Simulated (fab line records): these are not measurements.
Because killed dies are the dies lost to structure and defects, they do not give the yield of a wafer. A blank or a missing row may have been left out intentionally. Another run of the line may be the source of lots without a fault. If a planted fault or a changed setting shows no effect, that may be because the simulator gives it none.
A lot that was struck, set against a sound lot ; flow sky130 ; 15 out of 708 route steps
Sound: these wafers, L534.3, L534.5, L534.6. Wafers struck: L548.2, L548.4, L548.5. The cause is named last.
For every step that has rows: the tool of each side, followed by ch and its chambers, followed by its first start. Under that, the readings that differ: sound wafers ; struck wafers ; difference of the means ; sigmas: that difference in standard deviations of wafers without a fault.
alike: words and numbers the same on both sides, and readings whose means are apart by under 2 such deviations; not compared: readings that were withheld, readings missing a value for some wafer, numbers with overlapping values and no deviation given by the record, and bounds like >300 which may hide the same value.
Wherever a step has rows on one side only, a row that says differs or no value, or a row with sigmas, the two part there. Numbers that don't overlap but have no deviation are shown without sigmas and don't part them. A reading missing from all wafers of one side parts the sides only when that side holds two or more wafers.

first, 1 step without rows for these wafers: SKY_METAL2_DEVELOP_14 (develop time 60 s).
SKY_METAL2_CD_MEAS_15 targets a cd of 140 nm.
  struck on cd_sem-01, day 40 07:11; sound on cd_sem-02, day 36 11:13
  alike: cd_nm
SKY_METAL2_OVL_MEAS_16:
  struck on overlay-02, day 40 07:17; sound on overlay-01, day 36 11:19
reading;sound;struck;difference;sigmas
METAL2_OVL (nm);-6 -2 2;9 12 12;+13;+3
SKY_METAL2_DESCUM_17: chemistry O2, time 8 s.
  sound on rie_metal-01 ch 0,1, day 36 11:21; struck on rie_metal-03 ch 0, day 40 07:19
  alike: drypump_motor_current_A, he_backside_leak_sccm, oes_product_au
  not compared: rf_hours_counter_h
SKY_METAL2_ETCH_18: etches BARC in N2/H2, stops on SiO2, time 45.9 s, target depth 60 nm.
  sound on rie_metal-01 ch 0,1, day 36 11:23; struck on rie_metal-03 ch 0, day 40 07:20
  alike: drypump_motor_current_A, he_backside_leak_sccm, oes_product_au, throttle_valve_pct
  not compared: rf_hours_counter_h
SKY_METAL2_METAL_ETCH_19: etches the open film in Cl2/BCl3, stops on SiO2, target depth 360 nm, time 78 s.
  sound on rie_metal-01 ch 0,1, day 36 11:28; struck on rie_metal-03 ch 0, day 40 07:25
  alike: drypump_motor_current_A, he_backside_leak_sccm, oes_product_au, throttle_valve_pct
  not compared: rf_hours_counter_h
SKY_METAL2_STRIP_20: strips in O2/N2.
  sound on plasma_asher-01 ch 0,1, day 36 11:34; struck on plasma_asher-02 ch 0, day 40 07:30
reading;sound;struck;difference;sigmas
drypump_motor_current_A (A);5.26 5.27 5.32;5.72 5.71 5.71;+0.43;+2
  alike: oes_product_au, strip_time_to_endpoint_s
  not compared: rf_hours_counter_h
then, 4 steps without rows for these wafers: SKY_METAL2_STRIP_21 (strips in post etch residue remover, time 1200 s); SKY_METAL2_CLEAN_22 (cleans in IPA, time 180 s); SKY_METAL2_CLEAN_23 (cleans in O3/DIW); SKY_VIA2_HDPCVD_00 (deposits SiO2, target thk 1180 nm, time 196.7 s).
SKY_VIA2_THK_MEAS_01:
  struck on film_metro-03, day 40 08:14; sound on film_metro-01, day 36 12:20
  alike: VIA2_HDPCVD_THK
SKY_VIA2_CMP_02: polishes SiO2.
  sound on cmp-02 ch 0,3, day 36 12:25; struck on cmp-01 ch 0,1,2, day 40 09:19
reading;sound;struck;difference;sigmas
platen_rpm (rpm);59.99 60.01 59.99;53.95 54.05 54.06;-5.98;-99 or more
  alike: edge_zone_pressure_frac, motor_current_A, slurry_filter_dp_kPa
SKY_VIA2_BOW_MEAS_03:
  struck on film_metro-03, day 40 09:32; sound on film_metro-03, day 36 12:43
  alike: VIA2_BOW
-- the record jumps here: 9 days lie between the struck wafers' starts before and after (it left off in module VIA2 and takes up again in module PAD_OPEN, whose first step shown is number 708 of the route) --
SKY_PAD_OPEN_PROBE_99:
  struck on prober-01, day 49 19:42; sound on prober-02, day 46 22:53
  alike: defect_limited_yield, killed_at_M0_to_M3, killed_at_M4_up, killed_at_contacts, killed_at_front_end, killed_at_other, killed_dies, killed_open, killed_short, sort_bin_3_pad_short, sort_bin_5_function, sort_bin_6_memory, sort_n_pass, sort_yield_pct

== WHERE THEY PART ==
Earliest at SKY_METAL2_OVL_MEAS_16; latest, in this record, at SKY_VIA2_CMP_02. Later steps at which nothing parts them and some readings are alike: SKY_VIA2_BOW_MEAS_03, SKY_PAD_OPEN_PROBE_99.

WHY: the cause the simulator had injected
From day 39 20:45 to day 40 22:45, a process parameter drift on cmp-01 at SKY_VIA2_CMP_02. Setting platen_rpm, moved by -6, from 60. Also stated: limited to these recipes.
